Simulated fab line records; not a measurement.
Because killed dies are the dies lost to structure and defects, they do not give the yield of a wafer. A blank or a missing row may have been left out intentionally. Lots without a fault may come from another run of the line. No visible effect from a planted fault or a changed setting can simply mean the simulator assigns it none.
Which tool did it? -- flow gf180mcu -- 45 wafers from 15 lots sampled at 4 of the route's 602 steps

## WHAT EACH GAUGE READ, for each wafer
Not one reading of a measure or inspect step in the record can be checked against a usual standard deviation.

## TOOL THAT RAN EACH LOT (tool first, then ch and the chambers of the sampled wafers, then the start)
lot,GF_PSD_STRIP_10,GF_SALICIDE_SPUTTER_03,GF_CONTACT_PEB_12,GF_CONTACT_ETCH_16
L902,"plasma_asher-04 ch 0,1, day 14 06:12","pvd_sputter-02, day 15 03:56","litho_track-03 ch 0, day 16 02:09","rie_diel-04 ch 1,2, day 16 02:37"
L904,"plasma_asher-01 ch 0,1, day 14 22:55","pvd_sputter-01, day 15 21:32","litho_track-03 ch 0, day 16 21:15","rie_diel-01 ch 1,2,3, day 16 21:43"
L905,"plasma_asher-03 ch 0,1, day 15 06:45","pvd_sputter-02, day 16 05:14","litho_track-01 ch 0, day 17 04:34","rie_diel-01 ch 0,1,2, day 17 05:03"
L908,"plasma_asher-01 ch 0,1, day 16 08:51","pvd_sputter-02, day 17 08:22","litho_track-03 ch 0, day 18 08:44","rie_diel-04 ch 0,2,3, day 18 09:13"
L909,"plasma_asher-04 ch 0,1, day 16 18:33","pvd_sputter-04, day 17 18:32","litho_track-02, day 18 20:16","rie_diel-04 ch 1,2,3, day 18 20:42"
L910,"plasma_asher-04 ch 0,1, day 17 02:13","pvd_sputter-01, day 18 02:04","litho_track-01, day 19 02:55","rie_diel-01 ch 0,2,3, day 19 03:21"
L911,"plasma_asher-03 ch 0,1, day 17 09:06","pvd_sputter-01, day 18 09:53","litho_track-03, day 19 10:43","rie_diel-04 ch 0,2, day 19 11:13"
L912,"plasma_asher-03 ch 0,1, day 17 23:58","pvd_sputter-02, day 19 01:07","litho_track-03 ch 0, day 20 02:16","rie_diel-04 ch 0,1,3, day 20 02:46"
L917,"plasma_asher-04 ch 0,1, day 19 12:39","pvd_sputter-01, day 20 14:11","litho_track-03 ch 0, day 21 14:56","rie_diel-04 ch 1,2,3, day 21 15:25"
L919,"plasma_asher-04 ch 0,1, day 20 21:36","pvd_sputter-02, day 21 21:59","litho_track-03 ch 0, day 22 22:31","rie_diel-01 ch 1,2,3, day 22 23:04"
L920,"plasma_asher-03 ch 0,1, day 21 11:46","pvd_sputter-04, day 22 12:38","litho_track-03 ch 0, day 23 12:10","rie_diel-01 ch 1,3, day 23 12:40"
L921,"plasma_asher-01 ch 0,1, day 21 17:19","pvd_sputter-04, day 22 17:07","litho_track-03 ch 0, day 23 17:01","rie_diel-01 ch 0,2,3, day 23 17:31"
L923,"plasma_asher-04 ch 0,1, day 21 20:33","pvd_sputter-01, day 22 20:40","litho_track-03 ch 0, day 23 19:53","rie_diel-01 ch 0,2, day 23 20:19"
L924,"plasma_asher-04 ch 1, day 22 09:37","pvd_sputter-02, day 23 10:16","litho_track-03 ch 0, day 24 10:29","rie_diel-04 ch 2,3, day 24 10:58"
L925,"plasma_asher-03 ch 0,1, day 22 13:19","pvd_sputter-02, day 23 13:20","litho_track-01 ch 0, day 24 12:49","rie_diel-04 ch 2,3, day 24 13:18"
- GF_PSD_STRIP_10: strips in O2/N2.
- GF_SALICIDE_SPUTTER_03: material TiN, target thk 20 nm, time 16.7 s.
- GF_CONTACT_PEB_12: peb time 90 s.
- GF_CONTACT_ETCH_16: etches BARC in N2/H2.

## WHAT THE TOOLS THEMSELVES READ (means of the sampled wafers that have a number; where no wafer has one, the mark that the record gives instead)
GF_PSD_STRIP_10.
lot,tool,drypump_motor_current_A (A),heater_power_w (W),oes_product_au (a.u.),strip_time_to_endpoint_s (s)
L902,plasma_asher-04,5.8,373,0.594,16.56
L904,plasma_asher-01,6.0,370,0.591,16.52
L905,plasma_asher-03,5.2,327,0.593,16.50
L908,plasma_asher-01,6.3,359,0.593,16.54
L909,plasma_asher-04,5.9,336,0.591,16.53
L910,plasma_asher-04,5.9,336,0.588,16.50
L911,plasma_asher-03,5.4,317,0.591,16.50
L912,plasma_asher-03,5.2,329,0.596,16.55
L917,plasma_asher-04,5.8,367,0.587,16.60
L919,plasma_asher-04,5.8,368,0.591,16.52
L920,plasma_asher-03,5.2,326,0.586,16.57
L921,plasma_asher-01,6.0,372,0.590,16.51
L923,plasma_asher-04,6.0,341,0.595,16.58
L924,plasma_asher-04,5.6,394,0.594,16.53
L925,plasma_asher-03,5.4,316,0.591,16.55

GF_SALICIDE_SPUTTER_03.
lot,tool,chamber_pressure_pa (Pa),throttle_valve_pct (%)
L902,pvd_sputter-02,0.3993,29.6
L904,pvd_sputter-01,0.3998,29.7
L905,pvd_sputter-02,0.4003,29.8
L908,pvd_sputter-02,0.3999,29.9
L909,pvd_sputter-04,0.3992,29.8
L910,pvd_sputter-01,0.3998,29.7
L911,pvd_sputter-01,0.4003,29.5
L912,pvd_sputter-02,0.3990,29.5
L917,pvd_sputter-01,0.3998,29.0
L919,pvd_sputter-02,0.4001,29.8
L920,pvd_sputter-04,0.3986,29.4
L921,pvd_sputter-04,0.3999,29.8
L923,pvd_sputter-01,0.4001,30.0
L924,pvd_sputter-02,0.3996,29.9
L925,pvd_sputter-02,0.4001,29.5

GF_CONTACT_PEB_12.
lot,tool,chill_plate_temp_C (C),exhaust_pa (Pa)
L902,litho_track-03,23.15,44.8
L904,litho_track-03,23.11,44.2
L905,litho_track-01,23.00,46.5
L908,litho_track-03,23.00,44.4
L909,litho_track-02,-,-
L910,litho_track-01,-,-
L911,litho_track-03,-,-
L912,litho_track-03,23.01,45.0
L917,litho_track-03,22.92,45.7
L919,litho_track-03,22.97,45.6
L920,litho_track-03,23.09,44.9
L921,litho_track-03,23.13,44.5
L923,litho_track-03,22.89,45.5
L924,litho_track-03,23.18,44.7
L925,litho_track-01,23.02,44.8

GF_CONTACT_ETCH_16.
lot,tool,drypump_motor_current_A (A),oes_product_au (a.u.),throttle_valve_pct (%)
L902,rie_diel-04,5.3,0.854,13.219
L904,rie_diel-01,5.7,0.853,13.217
L905,rie_diel-01,5.8,0.857,13.226
L908,rie_diel-04,5.1,0.856,13.224
L909,rie_diel-04,5.5,0.857,13.222
L910,rie_diel-01,5.5,0.851,13.226
L911,rie_diel-04,4.9,0.856,13.218
L912,rie_diel-04,5.5,0.855,13.224
L917,rie_diel-04,5.5,0.857,13.222
L919,rie_diel-01,5.7,0.847,13.220
L920,rie_diel-01,5.6,0.857,13.228
L921,rie_diel-01,5.5,0.863,13.226
L923,rie_diel-01,5.7,0.858,13.222
L924,rie_diel-04,5.1,0.863,13.214
L925,rie_diel-04,4.9,0.856,13.227

## THE ANSWER, worked out from the rows above alone
Rule: the usual values come from the lots themselves. Put in order of their means at a reading, lots are off if they are a third of the lots or fewer, leave a main group of 4 or more, and stand apart from it by a gap of 3 or more times the standard deviation of the main group's means; of several such gaps the widest counts. Not used: any main group whose means are identical at the precision the tables above print for the reading. A lot without any number at a reading at which 4 lots or more have one is off too. The other lots that the step has rows for count as sound. After the gauges, taken in route order, come the tools' own readings; for these a lot's mean is taken, as printed above. The first step at which some lot is off is used, and at that step the reading that is off furthest; a lot without a number counts as furthest.
Off: L909, L910, L911 (GF_CONTACT_PEB_12, chill_plate_temp_C). Without a number there: L909, L910, L911. The main group has a mean of 23.04 C with a standard deviation of 0.088.
If a tool, at that step or one of the process steps before it, ran each lot that is off and ran no sound lot following the first of them, it fits. No candidate that was tried fits.

## WHAT WAS PUT IN BY THE SIMULATOR
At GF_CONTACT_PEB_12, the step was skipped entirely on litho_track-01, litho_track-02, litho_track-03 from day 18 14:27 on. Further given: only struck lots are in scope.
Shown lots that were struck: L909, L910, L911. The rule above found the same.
